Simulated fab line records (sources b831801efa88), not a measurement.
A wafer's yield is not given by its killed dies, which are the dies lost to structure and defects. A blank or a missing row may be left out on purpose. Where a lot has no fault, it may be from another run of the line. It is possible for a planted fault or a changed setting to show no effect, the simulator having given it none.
Which tool is to blame? | flow sky130 | 41 wafers from 14 lots sampled at 7 of the route's 708 steps

WHAT THE GAUGES READ, wafer by wafer
SKY_CONTACT_RS_MEAS_25: measures by four-point-probe.
lot  | measured     | on            | CONTACT_W_RS (ohm/sq)
L166 | day 31 19:46 | film-metro-03 | 0.3363 0.3361 0.3368
L168 | day 33 02:12 | film-metro-03 | 0.3415 0.3436 0.3428
L169 | day 33 03:12 | film-metro-02 | 0.3462 0.3429 0.3432
L172 | day 33 20:13 | film-metro-04 | 0.3411 0.3414 0.3375
L173 | day 34 19:47 | film-metro-02 | 0.3418 0.3476 0.3470
L175 | day 34 22:58 | film-metro-02 | 0.3418 0.3369 0.3408
L174 | day 35 04:05 | film-metro-04 | 0.3375 0.3422 0.3425
L176 | day 35 11:16 | film-metro-03 | 0.3402 0.3391 0.3404
L177 | day 35 12:59 | film-metro-04 | 0.3387 0.3432 0.3391
L180 | day 36 10:56 | film-metro-03 | 0.3430 0.3389 0.3444
L183 | day 37 12:58 | film-metro-04 | 0.3403 0.2483
L186 | day 38 04:40 | film-metro-04 | 0.3400 0.3415 0.3395
L184 | day 38 06:00 | film-metro-04 | 0.3399 0.3403 0.2512
L187 | day 38 11:38 | film-metro-04 | 0.3414 0.3398 0.3415

SKY_CONTACT_THK_MEAS_26: measures by xrf.
lot  | measured     | on            | CONTACT_W_THK (nm)
L166 | day 31 19:53 | film-metro-03 | 343 344 344
L168 | day 33 02:19 | film-metro-03 | 337 333 335
L169 | day 33 03:19 | film-metro-02 | 324 328 328
L172 | day 33 20:20 | film-metro-04 | 338 337 343
L173 | day 34 19:54 | film-metro-02 | 331 324 324
L175 | day 34 23:04 | film-metro-02 | 331 335 330
L174 | day 35 04:11 | film-metro-04 | 345 339 338
L176 | day 35 11:23 | film-metro-03 | 340 343 343
L177 | day 35 13:06 | film-metro-04 | 343 335 342
L180 | day 36 11:02 | film-metro-03 | 337 343 338
L183 | day 37 13:04 | film-metro-04 | 341 471
L186 | day 38 04:47 | film-metro-04 | 335 335 335
L184 | day 38 06:07 | film-metro-04 | 337 336 453
L187 | day 38 11:46 | film-metro-04 | 336 339 335

SKY_METAL1_CD_MEAS_15 targets a cd of 140 nm.
lot  | measured     | on        | cd-nm (nm)
L166 | day 32 23:10 | cd-sem-01 | 139.0 139.1 139.9
L168 | day 34 05:28 | cd-sem-01 | 137.1 136.3 137.8
L169 | day 34 06:52 | cd-sem-02 | 140.7 140.9 139.0
L172 | day 34 23:10 | cd-sem-01 | 136.1 138.7 137.3
L173 | day 35 23:01 | cd-sem-02 | 140.4 140.5 142.2
L175 | day 36 00:46 | cd-sem-01 | 140.3 138.6 139.8
L174 | day 36 07:00 | cd-sem-01 | 138.1 139.1 137.7
L176 | day 36 14:28 | cd-sem-01 | 137.4 141.1 141.4
L177 | day 36 15:47 | cd-sem-01 | 138.8 137.8 138.8
L180 | day 37 13:12 | cd-sem-02 | 138.6 138.8 138.6
L183 | day 38 14:53 | cd-sem-02 | 139.5 138.3
L186 | day 39 06:49 | cd-sem-01 | 140.5 140.1 141.2
L184 | day 39 07:19 | cd-sem-02 | 139.3 140.1 137.6
L187 | day 39 13:16 | cd-sem-01 | 137.8 135.6 138.0

TOOL THAT RAN EACH LOT (tool first, then ch and the chambers of the sampled wafers, then the start)
lot  | SKY_LI_CONTACT_CMP_24         | SKY_CONTACT_SPUTTER_23       | SKY_CONTACT_CVD_24            | SKY_CONTACT_CMP_27
L166 | cmp-02 ch 1,2,3, day 29 09:56 | pvd-sputter-04, day 31 19:36 | cvd-w-02 ch 1, day 31 19:40   | cmp-02 ch 1,3, day 31 19:57
L168 | cmp-01 ch 1,2,3, day 30 17:01 | pvd-sputter-02, day 33 02:02 | cvd-w-01 ch 0,1, day 33 02:05 | cmp-02 ch 0,2,3, day 33 02:23
L169 | cmp-02 ch 2,3, day 30 17:52   | pvd-sputter-01, day 33 03:02 | cvd-w-02 ch 0,1, day 33 03:05 | cmp-02 ch 0,1, day 33 03:23
L172 | cmp-01 ch 0,3, day 31 11:05   | pvd-sputter-01, day 33 20:03 | cvd-w-01 ch 0,1, day 33 20:07 | cmp-01 ch 0,1, day 33 20:24
L173 | cmp-01 ch 2,3, day 32 11:32   | pvd-sputter-02, day 34 19:36 | cvd-w-02 ch 0,1, day 34 19:40 | cmp-02 ch 0,2,3, day 34 20:01
L175 | cmp-02 ch 0,3, day 32 15:28   | pvd-sputter-01, day 34 22:46 | cvd-w-02 ch 0,1, day 34 22:52 | cmp-02 ch 2,3, day 34 23:07
L174 | cmp-01 ch 1,3, day 32 19:41   | pvd-sputter-04, day 35 03:52 | cvd-w-02 ch 0,1, day 35 03:58 | cmp-02 ch 1,2,3, day 35 04:20
L176 | cmp-01 ch 1,2, day 33 02:54   | pvd-sputter-04, day 35 11:06 | cvd-w-02 ch 0,1, day 35 11:10 | cmp-02 ch 1,2,3, day 35 11:27
L177 | cmp-02 ch 0,1,2, day 33 05:14 | pvd-sputter-04, day 35 12:48 | cvd-w-02 ch 0,1, day 35 12:52 | cmp-02 ch 0,2,3, day 35 13:09
L180 | cmp-02 ch 1,2,3, day 34 02:39 | pvd-sputter-04, day 36 10:44 | cvd-w-01 ch 0,1, day 36 10:50 | cmp-01 ch 1,2,3, day 36 11:11
L183 | cmp-01 ch 0,1, day 35 05:29   | pvd-sputter-04, day 37 12:46 | cvd-w-02 ch 0,1, day 37 12:50 | cmp-01 ch 0,3, day 37 13:07
L186 | cmp-02 ch 0,1,2, day 35 21:23 | pvd-sputter-02, day 38 04:30 | cvd-w-01 ch 0,1, day 38 04:34 | cmp-01 ch 0,1,3, day 38 04:51
L184 | cmp-01 ch 1,2,3, day 35 21:38 | pvd-sputter-01, day 38 05:50 | cvd-w-02 ch 0,1, day 38 05:53 | cmp-01 ch 0,3, day 38 06:11
L187 | cmp-02 ch 0,2,3, day 36 04:12 | pvd-sputter-02, day 38 11:28 | cvd-w-01 ch 0,1, day 38 11:32 | cmp-02 ch 1,2,3, day 38 11:52
- SKY_LI_CONTACT_CMP_24: polishes, stops on PSG, t overpolish 20 s, target thk 0 nm.
- SKY_CONTACT_SPUTTER_23: material TiN, target thk 20 nm, time 80 s.
- SKY_CONTACT_CVD_24: deposits W, target thk 340 nm, time 102.12 s.
- SKY_CONTACT_CMP_27: polishes, stops on SiO2, t overpolish 15 s, target thk 0 nm.

WHAT THE TOOLS THEMSELVES READ (means of the sampled wafers that have a number; where no wafer has one, the mark that the record gives instead)
SKY_LI_CONTACT_CMP_24.
lot  | tool   | motor-current-A (A) | overpolish-run-s (s) | slurry-flow-ml-min | time-to-endpoint-s (s)
L166 | cmp-02 | 11.9                | 20.000               | 150.3              | 90
L168 | cmp-01 | 11.3                | 20.003               | 149.8              | 92
L169 | cmp-02 | 12.1                | 19.993               | 149.8              | 98
L172 | cmp-01 | 11.7                | 19.994               | 150.3              | 92
L173 | cmp-01 | 10.6                | 19.998               | 150.4              | 92
L175 | cmp-02 | 11.0                | 19.995               | 150.0              | 97
L174 | cmp-01 | 12.8                | 20.007               | 150.1              | 96
L176 | cmp-01 | 10.0                | 20.005               | 149.9              | 87
L177 | cmp-02 | 11.5                | 20.002               | 149.8              | 93
L180 | cmp-02 | 12.0                | 19.999               | 149.8              | 96
L183 | cmp-01 | 12.7                | 20.011               | 149.3              | 93
L186 | cmp-02 | 11.6                | 20.002               | 150.1              | 99
L184 | cmp-01 | 11.1                | 19.999               | 150.1              | 91
L187 | cmp-02 | 11.4                | 19.998               | 150.3              | 97

SKY_CONTACT_SPUTTER_23.
lot  | tool           | throttle-valve-pct (%)
L166 | pvd-sputter-04 | 29.3
L168 | pvd-sputter-02 | 29.5
L169 | pvd-sputter-01 | 30.6
L172 | pvd-sputter-01 | 30.9
L173 | pvd-sputter-02 | 29.6
L175 | pvd-sputter-01 | 30.6
L174 | pvd-sputter-04 | 29.3
L176 | pvd-sputter-04 | 28.7
L177 | pvd-sputter-04 | 29.4
L180 | pvd-sputter-04 | 29.4
L183 | pvd-sputter-04 | 30.3
L186 | pvd-sputter-02 | 29.4
L184 | pvd-sputter-01 | 30.2
L187 | pvd-sputter-02 | 29.6

SKY_CONTACT_CVD_24.
lot  | tool     | heater-power-outer-w (W) | heater-power-w (W)
L166 | cvd-w-02 | 494                      | 810
L168 | cvd-w-01 | 472                      | 811
L169 | cvd-w-02 | 476                      | 785
L172 | cvd-w-01 | 495                      | 827
L173 | cvd-w-02 | 492                      | 784
L175 | cvd-w-02 | 481                      | 782
L174 | cvd-w-02 | 478                      | 790
L176 | cvd-w-02 | 473                      | 785
L177 | cvd-w-02 | 493                      | 793
L180 | cvd-w-01 | 472                      | 803
L183 | cvd-w-02 | 485                      | 806
L186 | cvd-w-01 | 478                      | 819
L184 | cvd-w-02 | 496                      | 801
L187 | cvd-w-01 | 480                      | 814

SKY_CONTACT_CMP_27.
lot  | tool   | motor-current-A (A) | slurry-flow-ml-min | time-to-endpoint-s (s)
L166 | cmp-02 | 11.3                | 149.7              | 82
L168 | cmp-02 | 11.4                | 150.4              | 81
L169 | cmp-02 | 10.6                | 150.4              | 81
L172 | cmp-01 | 13.3                | 150.0              | 80
L173 | cmp-02 | 11.2                | 149.9              | 82
L175 | cmp-02 | 11.6                | 150.1              | 82
L174 | cmp-02 | 12.1                | 149.9              | 82
L176 | cmp-02 | 11.5                | 149.8              | 85
L177 | cmp-02 | 11.5                | 150.5              | 83
L180 | cmp-01 | 11.2                | 150.0              | 81
L183 | cmp-01 | 12.2                | 150.3              | 96
L186 | cmp-01 | 12.4                | 149.8              | 82
L184 | cmp-01 | 11.7                | 150.1              | 94
L187 | cmp-02 | 11.4                | 149.7              | 76

THE ANSWER, worked out from the rows above alone
Rule: the lots themselves supply what counts as usual. The widest of any qualifying gaps counts: lots, ordered by their means at a reading, are off when they make up no more than a third of the lots, leave a main group of 4 or more, and stand apart from it by 3 or more times the standard deviation of that group's means. Not used: any main group whose means are identical at the precision the tables above print for the reading. Also off: a lot with no number at a reading for which 4 or more lots have one. Where the step has rows for the other lots, those lots are counted as sound. Order of review: gauges by route order, followed by the tools' own readings, for which a lot's mean as printed above is used. At the first step where some lot is off, the reading lying furthest off is the one used; lots without a number count as furthest.
Off: L183, L184, seen at SKY_CONTACT_RS_MEAS_25 (CONTACT_W_RS). The main group: mean 0.3411 ohm/sq, standard deviation 0.0022.
If a tool, at a process step before that reading, ran all the lots that are off and no sound lot after the first of them, it fits. The gauges at SKY_CONTACT_RS_MEAS_25 aren't tried: what is off there is off at SKY_CONTACT_CMP_27 too, on other tools, and a gauge's error can't cause that. This does not decide it: 2 tools fit, namely cmp-01 at SKY_LI_CONTACT_CMP_24 and cvd-w-02 at SKY_CONTACT_CVD_24.

WHAT HAD BEEN PUT IN BY THE SIMULATOR
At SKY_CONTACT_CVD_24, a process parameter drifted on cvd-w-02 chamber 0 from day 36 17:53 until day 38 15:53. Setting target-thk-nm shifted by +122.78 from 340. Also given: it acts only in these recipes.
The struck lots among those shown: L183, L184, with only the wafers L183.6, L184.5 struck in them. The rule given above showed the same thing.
